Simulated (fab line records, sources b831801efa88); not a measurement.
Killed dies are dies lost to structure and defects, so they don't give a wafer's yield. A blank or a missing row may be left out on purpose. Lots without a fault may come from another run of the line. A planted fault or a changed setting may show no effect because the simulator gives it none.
fab line records | flow gf180mcu
record lots=7 wafers=21 last_day=34
route steps=602 shown M5@539 V5@540
lots that met no fault: from a run of the same line without faults
start_h: hours from the record's first day to the start of the lot's first wafer shown | wait_h: hours since the lot's step before | " the same as in the row above | L1.1+2: a row that stands for several wafers | - no value, or no start given | * or withheld: withheld | < > ~ a bound
route shown NAME@n: a module of which the file shows steps, and the number in the route of the first | usual: mean/standard deviation of fault-free wafers | same: alike in all rows | chamber/n: place in a boat | sites: the reading at each site | _std_site: their standard deviation | _edge_site: outer sites' mean less inner sites' | radius_mm: how far each site lies from the wafer's centre | mask NAME#n: copy n | behind: the tool/chamber that last shaped the wafer | hold: why the lot was held/for how many hours/how that ended | device: the transistor (n, p or np) that didn't switch | end of line: the same wafers' tests at the end of the route | a step without rows: its recipe alone | killed: dies lost to structure and defects at the first sort, not the wafer's yield | map: a wafer's dies, x killed, . not, _ none there
set.NAME: the setting as run; set.NAME@STEP: as run at that earlier step | model.NAME: the simulator's own value behind a step, which no gauge read
lots at some steps of the route; a table a step, a row a wafer
services: from which hour (start_h, from the record's first day; less than 0 if before it) a tool's chamber was out of use, for how many hours, and why
## steps
# step GF_M5_CLEAN_13
# recipe chemistry=DIW dry=n2_spin
# step GF_V5_CVD_00
# recipe material=SiO2 target_thk_nm=300 sigma_open_frac=0.3 temp_c=400 time_s=50 sih4_flow_sccm=60 pressure_mtorr=6
# step GF_V5_THK_MEAS_01
# recipe reads=SiO2_of_V5_CVD_00
# usual V5_CVD_00_THK=302/4.6
# columns lot.wafer tool chamber start_h wait_h V5_CVD_00_THK[nm]
L617.3 film_metro-04 - 671.46 0.0 293
L617.5 " - " " 297
L617.6 " - " " 294
L621.2 film_metro-03 - 693.47 0.0 297
L621.3 " - " " 302
L621.5 " - " " 302
L622.1 film_metro-03 - 700.09 0.0 301
L622.5 " - " " 303
L622.6 " - " " 306
L623.1 film_metro-03 - 708.12 0.0 310
L623.3 " - " " 305
L623.6 " - " " 304
L630.3 film_metro-04 - 756.11 0.0 298
L630.4 " - " " 299
L630.5 " - " " 300
L632.1 film_metro-04 - 763.61 0.0 306
L632.2 " - " " 300
L632.4 " - " " 308
L633.1 film_metro-04 - 770.50 0.0 302
L633.2 " - " " 304
L633.6 " - " " 301
# step GF_V5_CVD_02
# recipe material=SiO2 target_thk_nm=1450 precursor=TEOS temp_c=400 time_s=163.28 rf_w=600
# usual heater_power_w=676/85 susceptor_temp_C=399.99/0.24
# same time_s=163.28
# columns lot.wafer tool chamber start_h wait_h heater_power_w susceptor_temp_C
L617.3 pecvd-04 0 671.50 0.0 784 400.51
L617.5 " 1 " " 809 400.04
L617.6 " 2 " " 687 399.90
L621.2 pecvd-02 2 693.52 0.0 655 399.59
L621.3 " 1 " " 773 399.82
L621.5 " 2 " " 708 399.88
L622.1 pecvd-04 2 700.15 0.1 684 400.08
L622.5 " 1 " " 657 400.07
L622.6 " 2 " " 535 399.65
L623.1 pecvd-04 1 708.18 0.1 702 399.72
L623.3 " 2 " " 659 399.87
L623.6 " 1 " " 780 400.13
L630.3 pecvd-03 2 756.15 0.0 657 400.51
L630.4 " 2 " " 535 400.45
L630.5 " 1 " " 525 399.66
L632.1 pecvd-04 1 763.67 0.1 678 399.97
L632.2 " 2 " " 684 400.04
L632.4 " 1 " " 779 399.90
L633.1 pecvd-03 1 770.56 0.1 644 400.29
L633.2 " 2 " " 669 399.92
L633.6 " 0 " " 489 399.93
# step GF_V5_THK_MEAS_03
# recipe reads=SiO2_of_V5_CVD_02
# usual V5_CVD_02_THK=1450/21
# columns lot.wafer tool chamber start_h wait_h V5_CVD_02_THK[nm]
L617.3 film_metro-03 - 671.62 0.1 1440
L617.5 " - " " 1446
L617.6 " - " " 1493
L621.2 film_metro-04 - 693.63 0.1 1419
L621.3 " - " " 1410
L621.5 " - " " 1435
L622.1 film_metro-04 - 700.25 0.1 1442
L622.5 " - " " 1448
L622.6 " - " " 1482
L623.1 film_metro-04 - 708.29 0.1 1427
L623.3 " - " " 1457
L623.6 " - " " 1463
L630.3 film_metro-04 - 756.28 0.1 1449
L630.4 " - " " 1458
L630.5 " - " " 1468
L632.1 film_metro-03 - 763.83 0.1 1406
L632.2 " - " " 1447
L632.4 " - " " 1426
L633.1 film_metro-04 - 770.67 0.1 1471
L633.2 " - " " 1436
L633.6 " - " " 1494
# step GF_V5_CMP_04
# recipe material=SiO2 down_force_psi=4 platen_rpm=60 pad_velocity_m_s=0.94248
# usual motor_current_A=11.9/1.4 platen_rpm=60.00/0.039
# columns lot.wafer tool chamber start_h wait_h motor_current_A platen_rpm
L617.3 cmp-01 1 671.71 0.1 11.6 59.98
L617.6 " 0 " " 11.3 60.01
L617.5 " 1 " " 11.9 59.95
L621.2 cmp-01 3 693.68 0.0 11.4 59.97
L621.3 " 1 " " 12.2 60.00
L621.5 " 0 " " 11.5 60.05
L622.1 cmp-02 1 700.46 0.2 9.6 59.88
L622.5 " 2 " " 14.5 60.03
L622.6 " 3 " " 12.9 60.01
L623.3 cmp-01 0 709.18 0.9 11.8 60.00
L623.1 " 1 " " 12.0 60.05
L623.6 " 3 " " 11.1 60.04
L630.3 cmp-01 2 756.32 0.0 14.0 59.96
L630.4 " 0 " " 10.8 60.06
L630.5 " 2 " " 12.7 59.97
L632.4 cmp-02 3 765.65 1.8 13.0 60.01
L632.1 " 0 " " 11.2 59.93
L632.2 " 1 " " 9.7 60.02
L633.1 cmp-02 1 770.78 0.1 9.9 59.99
L633.2 " 3 " " 13.0 59.99
L633.6 " 1 " " 9.5 60.04
# step GF_V5_BOW_MEAS_05
# recipe mode=bow
# usual V5_BOW=131/11
# columns lot.wafer tool chamber start_h wait_h V5_BOW[um]
L617.3 film_metro-04 - 672.00 0.2 151
L617.5 " - " " 145
L617.6 " - " " 142
L621.2 film_metro-04 - 694.00 0.3 131
L621.3 " - " " 142
L621.5 " - " " 138
L622.1 film_metro-04 - 700.61 0.1 134
L622.5 " - " " 133
L622.6 " - " " 130
L623.1 film_metro-04 - 709.43 0.1 122
L623.3 " - " " 123
L623.6 " - " " 131
L630.3 film_metro-03 - 756.66 0.3 124
L630.4 " - " " 133
L630.5 " - " " 138
L632.1 film_metro-04 - 765.90 0.2 124
L632.2 " - " " 120
L632.4 " - " " 133
L633.1 film_metro-04 - 771.08 0.2 132
L633.2 " - " " 136
L633.6 " - " " 133
# step GF_V5_DEHYDRATE_06
# recipe temp_c=200 time_s=60
# step GF_V5_HMDS_07
# recipe prime_time_s=60 prime_temp_c=120
# step GF_V5_COAT_08
# recipe resist=BARC temp_c=withheld time_s=withheld spin_rpm=withheld resist_thk_nm=withheld
# step GF_V5_COAT_09
# recipe resist=KrF spin_rpm=withheld resist_thk_nm=1000
# step GF_V5_SOFTBAKE_10
# recipe temp_c=130 time_s=60 resist=KrF
# step GF_V5_EXPOSE_11
# recipe mask_id=Via5 target_cd_nm=260 na=0.68 source_shape=conventional sigma_outer=0.6 dose_mj=38
# usual exposure_dose_mJ_cm2=37.93/0.043 focus_offset_nm=0.0/0.49 na=0.68/0 reticle_temp_C=23.00/0.11 stage_vel_mm_s=499.98/0.27
# columns lot.wafer tool chamber start_h wait_h mask exposure_dose_mJ_cm2 focus_offset_nm na reticle_temp_C stage_vel_mm_s
L617.3 krf_scanner-01 0 682.12 - Via5#0 37.94 0.2 0.68 23.00 499.93
L617.5 " 0 " " Via5#0 37.94 -0.1 0.68 23.05 500.41
L617.6 " 0 " " Via5#0 37.97 0.0 0.68 23.05 500.30
L621.2 krf_scanner-02 - 704.48 - Via5#0 - - - - -
L621.3 " - " " Via5#0 - - - - -
L621.5 " - " " Via5#0 - - - - -
L622.1 krf_scanner-02 - 710.38 - Via5#0 - - - - -
L622.5 " - " " Via5#0 - - - - -
L622.6 " - " " Via5#0 - - - - -
L623.1 krf_scanner-01 - 718.48 - Via5#0 - - - - -
L623.3 " - " " Via5#0 - - - - -
L623.6 " - " " Via5#0 - - - - -
L630.3 krf_scanner-01 0 765.53 - Via5#0 37.91 -0.4 0.68 23.03 500.29
L630.4 " 0 " " Via5#0 37.92 -0.4 0.68 23.03 500.22
L630.5 " 0 " " Via5#0 37.89 -0.3 0.68 23.02 500.26
L632.1 krf_scanner-01 0 773.37 - Via5#0 37.97 -0.7 0.68 22.98 500.02
L632.2 " 0 " " Via5#0 37.97 -1.1 0.68 22.91 500.03
L632.4 " 0 " " Via5#0 37.98 -0.6 0.68 23.15 499.89
L633.1 krf_scanner-01 0 779.64 - Via5#0 37.89 0.3 0.68 23.00 499.81
L633.2 " 0 " " Via5#0 37.88 0.3 0.68 23.20 499.45
L633.6 " 0 " " Via5#0 37.89 -0.7 0.68 22.95 500.11
# step GF_V5_PEB_12
# recipe peb_temp_c=135 peb_time_s=90 resist=KrF
## services
# columns tool chamber start_h hours kind
cmp-01 - 647.58 1.3 repair
pecvd-03 - 661.25 1.4 repair
krf_scanner-01 - 663.71 3.6 pm
krf_scanner-01 - 672.95 2.3 repair
krf_scanner-01 - 701.52 4.3 repair
krf_scanner-01 - 705.86 4.4 pm
cmp-02 - 707.28 2.5 pm
cmp-01 - 711.52 2.2 repair
cmp-01 - 720.73 0.5 repair
krf_scanner-01 - 721.17 7.4 repair
cmp-01 - 723.14 2.7 repair
krf_scanner-01 - 743.57 0.3 repair
cmp-01 - 744.03 4.0 pm
krf_scanner-01 - 744.04 1.0 pm
cmp-02 - 744.29 0.6 repair
pecvd-04 0 748.74 22.7 repair
cmp-02 - 751.50 9.5 pm
krf_scanner-01 - 755.01 4.0 pm
krf_scanner-01 - 759.03 0.8 pm
krf_scanner-01 - 759.78 1.3 pm
cmp-01 - 760.48 3.7 repair
krf_scanner-01 - 761.53 0.3 repair
cmp-02 - 761.89 2.5 repair
cmp-01 - 763.57 1.9 repair
## key
first_sign step=GF_V5_EXPOSE_11 reading=tool_record direction=missing
effect none on later readings
met_at GF_V5_EXPOSE_11
struck_wafers L621.2,L621.3,L621.5,L622.1,L622.5,L622.6,L623.1,L623.3,L623.6
later_rows_left_out L621.2,L621.3,L621.5,L622.1,L622.5,L622.6,L623.1,L623.3,L623.6
sort_left_out L621.2,L621.3,L621.5,L622.1,L622.5,L622.6,L623.1,L623.3,L623.6
onset_between 682.12 704.48
fault kind=skipped_step_whole tool=krf_scanner-01,krf_scanner-02 chamber=- onset_h=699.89 steps=GF_V5_EXPOSE_11 scope=struck_lots_only
# sort_left_out: the simulated sort isn't trusted on such a fault, so these wafers' sort isn't shown, and their yield isn't known
# later_rows_left_out: the simulator's readings of these wafers behind a module that went badly wrong aren't trusted and aren't shown, but for the sort
